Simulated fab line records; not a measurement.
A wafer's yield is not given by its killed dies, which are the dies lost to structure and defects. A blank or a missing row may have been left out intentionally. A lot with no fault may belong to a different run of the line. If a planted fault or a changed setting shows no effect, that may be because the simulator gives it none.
2 desks looking at one fault :: flow sky130 :: each desk holds nothing but its own numbers, with what lay behind them at the end

AT THE METROLOGY DESK
Lot by lot, what the gauges showed, no matter which tool ran the lot: averages of those sampled wafers that carry a number. The brackets show how far a lot's mean lies from the usual mean; more than 4 standard deviations puts the lot out of limits, marked OUT.
Columns: A = cd_nm at SKY_SD_P_CD_MEAS_07, usual 380.0 nm; B = SD_N_TW at SKY_SD_N_TW_MEAS_12, usual 3934; C = SD_N_RS at SKY_SD_N_RS_MEAS_16, usual 68.61 ohm/sq; D = LI_CONTACT_BOW at SKY_LI_CONTACT_BOW_MEAS_03, usual 56 um
lot: L772
first seen here: day 26 02:43
A: 383.1
B: 3930
C: 68.68
D: 55

lot: L773
first seen here: day 26 08:01
A: 382.3
B: 3887
C: 68.68
D: 57

lot: L775
first seen here: day 27 04:31
A: 375.9
B: 3998
C: 68.63
D: 53

lot: L778
first seen here: day 28 00:44
A: 377.1
B: 3685 (-6.4) OUT
C: 77.26 (+54) OUT
D: 53

lot: L779
first seen here: day 28 05:22
A: 380.6
B: 3757 (-4.5) OUT
C: 77.13 (+53) OUT
D: 51

lot: L787
first seen here: day 31 00:40
A: 383.2
B: 3913
C: 68.75
D: 54

lot: L789
first seen here: day 31 17:22
A: 380.0
B: 3947
C: 68.69
D: 51

lot: L791
first seen here: day 32 12:03
A: 381.3
B: 3900
C: 68.70
D: 61

lot: L792
first seen here: day 32 16:14
A: 382.5
B: 3948
C: 68.70
D: 55

lot: L794
first seen here: day 32 23:59
A: 381.6
B: 3991
C: 68.67
D: 62
Per this desk, out of limits: L778, L779; the first was L778, day 30 10:11 (SD_N_TW at SKY_SD_N_TW_MEAS_12). Within limits: L772, L773, L775, L787, L789, L791, L792, L794.

DESK OF THE TOOL OWNER: implanter-04
The tool's own readings at SKY_SD_N_IMPLANT_09: means of the sampled wafers that have a number, for each lot that ran on this tool. The brackets show how far a lot's mean lies from the usual mean; more than 4 standard deviations puts the lot out of limits, marked OUT.
Columns: A = beam_energy_keV at SKY_SD_N_IMPLANT_09, usual 50.004
lot: L775
first seen here: day 29 13:22
A: 50.008

lot: L778
first seen here: day 30 09:47
A: 39.177 (-99 or more) OUT

lot: L779
first seen here: day 30 14:32
A: 39.166 (-99 or more) OUT

lot: L791
first seen here: day 34 17:18
A: 50.000

lot: L792
first seen here: day 34 22:44
A: 49.984

lot: L794
first seen here: day 35 05:44
A: 49.997
This desk finds L778, L779 out of limits, L778 being first, at day 30 09:47 (beam_energy_keV at SKY_SD_N_IMPLANT_09). Within limits: L775, L791, L792, L794.

TAKEN TOGETHER
An alarm could have come from the tool owner's desk at day 30 09:47, on L778, L779.
Metrology desk: alarm possible at day 30 10:11 on L778, L779.
Every lot named ran SKY_SD_N_IMPLANT_09 on implanter-04.

WHAT HAD BEEN PUT IN BY THE SIMULATOR
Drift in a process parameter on implanter-04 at SKY_SD_N_IMPLANT_09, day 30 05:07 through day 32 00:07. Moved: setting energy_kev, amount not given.
Lots struck among those shown: L778, L779.
Counting hours from when the fault started, the first reading out of limits came at 5 for the tool owner's desk and at 5 for the metrology desk.
